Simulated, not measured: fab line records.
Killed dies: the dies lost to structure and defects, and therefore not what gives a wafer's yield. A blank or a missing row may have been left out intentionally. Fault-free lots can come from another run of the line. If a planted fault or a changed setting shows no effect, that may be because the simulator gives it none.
Chamber matching | flow gf180mcu | hdpcvd-01 running GF_V5_CVD_00: 3 sister chambers
The step deposits SiO2, target thk 300 nm, time 50 s. 6 wafers are shown with their chamber, then 7 later ones without.

WAFERS PAIRED WITH THEIR CHAMBERS
wafer  | chamber | sih4FlowSccm (sccm)
L807.2 | 1       | 59.84
L809.2 | 0       | 60.04
L809.5 | 1       | 59.93
L809.6 | 2       | 60.02
L823.1 | 0       | 59.95
L823.4 | 2       | 59.81

WAFERS WHOSE CHAMBER IS MISSING
wafer  | sih4FlowSccm (sccm)
L823.5 | 59.96
L822.1 | 60.11
L822.2 | 59.93
L822.5 | 60.04
L826.3 | 60.21
L826.4 | 59.95
L826.5 | 60.12

WHICH CHAMBER EACH ONE RAN IN
wafer  | from the rows above          | in truth
L823.5 | can't be placed: 0 or 2 or 1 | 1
L822.1 | can't be placed: 0 or 2 or 1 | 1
L822.2 | can't be placed: 2 or 1 or 0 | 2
L822.5 | can't be placed: 0 or 2 or 1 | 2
L826.3 | can't be placed: 0 or 2 or 1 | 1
L826.4 | can't be placed: 2 or 0 or 1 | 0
L826.5 | can't be placed: 0 or 2 or 1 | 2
Correct placement for 0 of the 7. Can't be placed from these rows: 7 (the true chamber is among the candidates in 7). 0 placed wrongly.
How it was worked out, from the rows above alone: a wafer's distance from a chamber is the root of the sum, over the readings, of the square of ((its reading less the chamber's mean) divided by the reading's scatter). The wafer belongs to the nearest chamber; if the next one is less than 2 further off, it can't be placed. For every chamber, the mean is computed from those of its wafers that are shown. The scatter: the root of (the sum of the squares of (reading less its chamber's mean) over the shown wafers, divided by (wafers less chambers)).
